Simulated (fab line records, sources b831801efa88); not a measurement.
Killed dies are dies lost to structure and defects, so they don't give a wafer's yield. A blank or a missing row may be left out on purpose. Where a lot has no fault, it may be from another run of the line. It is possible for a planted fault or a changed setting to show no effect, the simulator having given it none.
A struck lot beside a sound one	flow gf180mcu	16 out of 602 route steps
Sound: wafers L175.2, L175.4, L175.5. Struck: wafer L179.4. (L179.5, L179.6 of the same lot were not struck and are left out.) The cause comes at the end.
At each step with rows: each side's tool, then ch and its chambers, then its first start. Under that, the readings that differ: sound wafers	struck wafers	difference of the means	sigmas: that difference in standard deviations of wafers without a fault.
alike: words and numbers the same on both sides, and readings whose means are apart by under 2 such deviations; not compared: readings that were withheld, readings missing a value for some wafer, numbers with overlapping values and no deviation given by the record, and bounds like >300 which may hide the same value.
A row with sigmas, a row that says differs or no value, or rows on one side alone: a step with any of these is where the two part. Numbers that have no deviation but don't overlap get no sigmas and don't part them. A reading missing from all wafers of one side parts the sides only when that side holds two or more wafers.

GF_STI_THK_MEAS_02:
  sound on film_metro-01 at day 1 16:38; struck on film_metro-02 at day 2 13:30
  alike: STI_OXIDATION_THK
then, 1 step without rows for these wafers: GF_STI_CVD_03 (deposits Si3N4 from DCS/NH3, target thk 207.16 nm, time 3551 s).
GF_STI_THK_MEAS_04:
  sound on film_metro-01 at day 1 18:41; struck on film_metro-02 at day 2 15:33
  alike: STI_CVD_03_THK
then, 7 steps without rows for these wafers: GF_STI_DEHYDRATE_05 (time 60 s); GF_STI_HMDS_06 (prime time 60 s); GF_STI_COAT_07 (resist thk 700 nm); GF_STI_SOFTBAKE_08 (time 60 s); GF_STI_EXPOSE_09 (exposes mask COMP, target cd 220 nm); GF_STI_PEB_10 (peb time 90 s); GF_STI_DEVELOP_11 (develop time 60 s).
GF_STI_CD_MEAS_12: the cd target is 220 nm.
  sound on cd_sem-01 at day 2 06:48; struck on cd_sem-01 at day 3 04:11
  alike: cd_nm
GF_STI_ETCH_13: etches the open film in CHF3/O2, stops on Si, target depth 282.31 nm, time 112.9 s.
  sound on rie_diel-03 ch 0,2,3, day 2 06:54; struck on rie_diel-03 ch 1, day 3 04:17
  alike: drypump_motor_current_A, oes_product_au, run_length_s, throttle_valve_pct
  not compared: rf_hours_counter_h
GF_STI_ETCH_14: etches Si in HBr/Cl2/O2, target depth 360 nm, time 102.9 s.
  sound on rie_si-01 ch 1,2,3, day 2 06:59; struck on rie_si-02 ch 2, day 3 04:20
reading	sound	struck	difference	sigmas
oes_product_au (a.u.)	0.999 1.025 1.011	0.985	-0.027	-3
run_length_s (s)	131.7 131.2 131.5	85.0	-46.5	-89
throttle_valve_pct (%)	25.665 25.648 25.648	25.675	+0.021	+2
model.STI.feature_depth_nm (nm)	363.4 367.6 365.4	195.9	-169.6	
model.etch.depth_nm (nm)	363.4 367.6 365.4	195.9	-169.6	
model.KrF_of_STI_COAT_07.thk_nm (nm)	319.9 318.2 317.7	369.1	+50.5	
  alike: drypump_motor_current_A
  not compared: rf_hours_counter_h
GF_STI_STRIP_15: strips in O2/N2.
  sound on plasma_asher-04 ch 0,1, day 2 07:03; struck on plasma_asher-01 ch 0, day 3 04:26
reading	sound	struck	difference	sigmas
oes_product_au (a.u.)	0.386 0.380 0.382	0.400	+0.017	+3
strip_time_to_endpoint_s (s)	3.71 3.71 3.69	4.24	+0.54	+15
  alike: drypump_motor_current_A, heater_power_w, o2_flow_sccm, platen_temp_c
  not compared: rf_hours_counter_h
then, 1 step without rows for these wafers: GF_STI_CLEAN_16 (cleans in dHF, time 25 s).
-- the record jumps here: 27 days lie between the struck wafers' starts before and after (it left off in module STI and takes up again in module PASSIVATION, whose first step shown is number 602 of the route) --
GF_PASSIVATION_PROBE_99:
  sound on prober-02 at day 29 09:35; struck on prober-02 at day 30 13:53
reading	sound	struck	difference	sigmas
model.etest.ldpmos_10p0.r_on_ohm_um	1.116e+04 1.111e+04 1.115e+04	1.012e+04	-1.020e+03	
model.etest.pwell_in_dnwell.line_ohm_um	3994 4076 3993	2974	-1047	
model.etest.ldnmos_10p0.r_on_ohm_um	3723 3747 3756	3096	-646	
model.etest.pwell_in_dnwell.rs_ohm_sq	2365 2396 2374	1813	-565	
model.etest.p_drift.rs_ohm_sq	2465 2480 2463	1878	-591	
model.etest.n_drift.rs_ohm_sq	1269 1286 1273	831.8	-444.2	
model.etest.nwell.line_ohm_um	1172 1217 1182	871.6	-318.7	
model.etest.nwell.rs_ohm_sq	1022 1025 1022	767.5	-255.5	

== WHERE THEY PART ==
First at GF_STI_ETCH_14; last, within this record, at GF_STI_STRIP_15.

WHY: whatever the simulator had introduced
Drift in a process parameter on rie_si-02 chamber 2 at GF_STI_ETCH_14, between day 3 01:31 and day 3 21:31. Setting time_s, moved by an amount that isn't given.
